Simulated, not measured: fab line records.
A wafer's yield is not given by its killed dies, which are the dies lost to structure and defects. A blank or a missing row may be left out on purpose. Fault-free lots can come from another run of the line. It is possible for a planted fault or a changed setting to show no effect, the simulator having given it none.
The tool behind it: which one? ; flow gf180mcu ; 36 wafers from 12 lots sampled at 6 of the route's 602 steps

== WHAT EACH GAUGE READ, for each wafer ==
GF_VT_IMPLANT_OVL_MEAS_29.
lot;measured;on;VT_IMPLANT_02_OVL (nm)
L928;day 7 10:23;overlay-02;3.7 1.5 2.9
L929;day 7 13:18;overlay-02;-1.4 0.5 0.7
L930;day 7 18:04;overlay-01;-0.5 -2.8 0.8
L931;day 8 05:28;overlay-02;1.0 0.3 0.4
L932;day 8 06:44;overlay-01;-1.3 -0.6 -0.1
L933;day 8 15:25;overlay-01;-1.0 -2.1 1.1
L934;day 8 19:59;overlay-01;-0.1 -0.8 1.2
L940;day 10 08:08;overlay-01;1.0 0.1 1.0
L941;day 10 17:16;overlay-01;-1.1 -1.7 0.0
L947;day 12 06:19;overlay-01;1.9 0.1 1.3
L949;day 12 18:56;overlay-02;-1.6 1.1 0.5
L951;day 13 12:26;overlay-01;-1.4 -1.8 -2.0

GF_VT_IMPLANT_TW_MEAS_43.
lot;measured;on;VT_IMPLANT_4_TW
L928;day 8 03:04;filmMetro-04;692 694 693
L929;day 8 06:23;filmMetro-01;683 686 683
L930;day 8 11:40;filmMetro-02;693 691 693
L931;day 8 23:07;filmMetro-01;689 685 687
L932;day 9 00:58;filmMetro-04;700 695 700
L933;day 9 09:40;filmMetro-01;692 691 693
L934;day 9 13:52;filmMetro-02;695 695 698
L940;day 11 03:31;filmMetro-04;655 653 653
L941;day 11 11:25;filmMetro-02;689 693 691
L947;day 13 02:19;filmMetro-04;697 698 695
L949;day 13 16:11;filmMetro-01;690 690 686
L951;day 14 09:56;filmMetro-04;699 695 700

GF_VT_IMPLANT_RS_MEAS_49: measurement is done with a four-point probe.
lot;measured;on;MVPSD_RS (ohm/sq)
L928;day 8 03:39;filmMetro-01;1169.3 1172.4 1169.3
L929;day 8 06:59;filmMetro-03;1166.0 1165.5 1163.8
L930;day 8 12:14;filmMetro-04;1164.8 1164.7 1165.1
L931;day 8 23:41;filmMetro-04;1168.7 1168.9 1171.8
L932;day 9 01:33;filmMetro-01;1169.4 1167.5 1169.5
L933;day 9 10:18;filmMetro-03;1163.4 1171.4 1165.7
L934;day 9 14:26;filmMetro-03;1165.9 1166.7 1169.1
L940;day 11 04:06;filmMetro-04;1166.8 1166.4 1166.2
L941;day 11 11:59;filmMetro-03;1162.9 1167.5 1163.8
L947;day 13 02:53;filmMetro-04;1168.1 1170.1 1168.8
L949;day 13 16:49;filmMetro-04;1167.8 1168.1 1170.4
L951;day 14 10:31;filmMetro-03;1173.3 1170.7 1170.8

== WHICH TOOL RAN EACH LOT (tool, then ch and the chambers of the sampled wafers, then the start) ==
lot;GF_VT_IMPLANT_STRIP_20;GF_VT_IMPLANT_STRIP_31;GF_VT_IMPLANT_STRIP_42
L928;plasmaAsher-02 ch 0,1, day 6 18:52;plasmaAsher-04 ch 0,1, day 7 10:34;plasmaAsher-02 ch 0,1, day 8 02:57
L929;plasmaAsher-02 ch 0,1, day 6 20:48;plasmaAsher-03 ch 0,1, day 7 13:30;plasmaAsher-03 ch 0,1, day 8 06:18
L930;plasmaAsher-03 ch 0,1, day 7 02:15;plasmaAsher-04 ch 0,1, day 7 18:16;plasmaAsher-02 ch 0,1, day 8 11:34
L931;plasmaAsher-03 ch 0,1, day 7 12:55;plasmaAsher-02 ch 0,1, day 8 05:39;plasmaAsher-02 ch 0,1, day 8 23:01
L932;plasmaAsher-04 ch 0,1, day 7 14:07;plasmaAsher-04 ch 0,1, day 8 06:55;plasmaAsher-03 ch 0,1, day 9 00:52
L933;plasmaAsher-03 ch 0,1, day 7 22:10;plasmaAsher-03 ch 0,1, day 8 15:36;plasmaAsher-04 ch 0,1, day 9 09:34
L934;plasmaAsher-03 ch 0,1, day 8 02:22;plasmaAsher-02 ch 0,1, day 8 20:10;plasmaAsher-03 ch 0,1, day 9 13:46
L940;plasmaAsher-04 ch 0,1, day 9 13:39;plasmaAsher-04 ch 0,1, day 10 08:19;plasmaAsher-04 ch 1, day 11 03:25
L941;plasmaAsher-04 ch 0,1, day 9 22:55;plasmaAsher-03 ch 0,1, day 10 17:28;plasmaAsher-02 ch 0,1, day 11 11:19
L947;plasmaAsher-04 ch 0,1, day 11 11:01;plasmaAsher-03 ch 0,1, day 12 06:31;plasmaAsher-04 ch 0,1, day 13 02:13
L949;plasmaAsher-02 ch 0,1, day 11 23:02;plasmaAsher-02 ch 0,1, day 12 19:07;plasmaAsher-04 ch 0,1, day 13 16:05
L951;plasmaAsher-02 ch 0,1, day 12 16:36;plasmaAsher-04 ch 0,1, day 13 12:38;plasmaAsher-02 ch 0,1, day 14 09:50
- GF_VT_IMPLANT_STRIP_20: strips in O2/N2.
- GF_VT_IMPLANT_STRIP_31: strips in O2/N2.
- GF_VT_IMPLANT_STRIP_42: strips in O2/N2.

== WHAT THE TOOLS THEMSELVES READ (means of the sampled wafers that have a number; where no wafer has one, the mark that the record gives instead) ==
GF_VT_IMPLANT_STRIP_20.
lot;tool;drypumpMotorCurrentA (A);heaterPowerW (W);oesProductAu (a.u.);stripTimeToEndpointS (s)
L928;plasmaAsher-02;5.5;328;0.701;12.87
L929;plasmaAsher-02;5.3;332;0.700;12.89
L930;plasmaAsher-03;5.9;321;0.704;12.88
L931;plasmaAsher-03;5.5;315;0.701;12.88
L932;plasmaAsher-04;6.5;325;0.704;12.85
L933;plasmaAsher-03;5.5;319;0.701;12.84
L934;plasmaAsher-03;5.9;323;0.701;12.88
L940;plasmaAsher-04;6.2;337;0.701;12.88
L941;plasmaAsher-04;6.3;345;0.701;12.86
L947;plasmaAsher-04;6.3;342;0.703;12.86
L949;plasmaAsher-02;5.4;330;0.702;12.83
L951;plasmaAsher-02;5.5;331;0.705;12.90

GF_VT_IMPLANT_STRIP_31.
lot;tool;drypumpMotorCurrentA (A);heaterPowerW (W);oesProductAu (a.u.);stripTimeToEndpointS (s)
L928;plasmaAsher-04;6.5;327;0.721;12.60
L929;plasmaAsher-03;5.5;320;0.717;12.59
L930;plasmaAsher-04;6.3;334;0.720;12.65
L931;plasmaAsher-02;5.4;329;0.710;12.54
L932;plasmaAsher-04;6.5;334;0.717;12.65
L933;plasmaAsher-03;5.9;322;0.716;12.68
L934;plasmaAsher-02;5.5;325;0.711;12.63
L940;plasmaAsher-04;6.3;342;0.958;-
L941;plasmaAsher-03;5.5;319;0.716;12.64
L947;plasmaAsher-03;5.5;317;0.714;12.61
L949;plasmaAsher-02;5.3;336;0.715;12.60
L951;plasmaAsher-04;6.5;328;0.715;12.60

GF_VT_IMPLANT_STRIP_42.
lot;tool;drypumpMotorCurrentA (A);heaterPowerW (W);oesProductAu (a.u.);stripTimeToEndpointS (s)
L928;plasmaAsher-02;5.5;331;0.715;12.66
L929;plasmaAsher-03;5.9;326;0.712;12.61
L930;plasmaAsher-02;5.4;331;0.715;12.65
L931;plasmaAsher-02;5.3;333;0.715;12.65
L932;plasmaAsher-03;5.5;321;0.717;12.64
L933;plasmaAsher-04;6.3;340;0.720;12.58
L934;plasmaAsher-03;5.5;317;0.715;12.62
L940;plasmaAsher-04;6.7;319;0.714;13.38
L941;plasmaAsher-02;5.4;325;0.719;12.63
L947;plasmaAsher-04;6.3;342;0.716;12.64
L949;plasmaAsher-04;6.5;324;0.723;12.52
L951;plasmaAsher-02;5.5;333;0.718;12.68

== THE ANSWER, worked out from the rows above alone ==
Rule: usual is defined by the lots themselves. The widest of any qualifying gaps counts: lots, ordered by their means at a reading, are off when they make up no more than a third of the lots, leave a main group of 4 or more, and stand apart from it by 3 or more times the standard deviation of that group's means. The tables above print the reading to a certain number of digits; a main group whose means all agree to those digits is not used. A lot without any number at a reading at which 4 lots or more have one is off too. The other lots that the step has rows for count as sound. First the gauges in route order, then the tools' own readings, where a lot's mean is used as printed above. The first step at which some lot is off is used, and at that step the reading that is off furthest; a lot without a number counts as furthest.
Off: L940, seen at GF_VT_IMPLANT_TW_MEAS_43 (VT_IMPLANT_4_TW). The main group: mean 692, standard deviation 4.4.
If a tool, at a process step before that reading, ran all the lots that are off and no sound lot after the first of them, it fits. The gauges at GF_VT_IMPLANT_TW_MEAS_43 aren't tried: what is off there is off at GF_VT_IMPLANT_STRIP_31 too, on other tools, and a gauge's error can't cause that. No candidate that was tried fits.

== WHAT THE SIMULATOR HAD INSERTED ==
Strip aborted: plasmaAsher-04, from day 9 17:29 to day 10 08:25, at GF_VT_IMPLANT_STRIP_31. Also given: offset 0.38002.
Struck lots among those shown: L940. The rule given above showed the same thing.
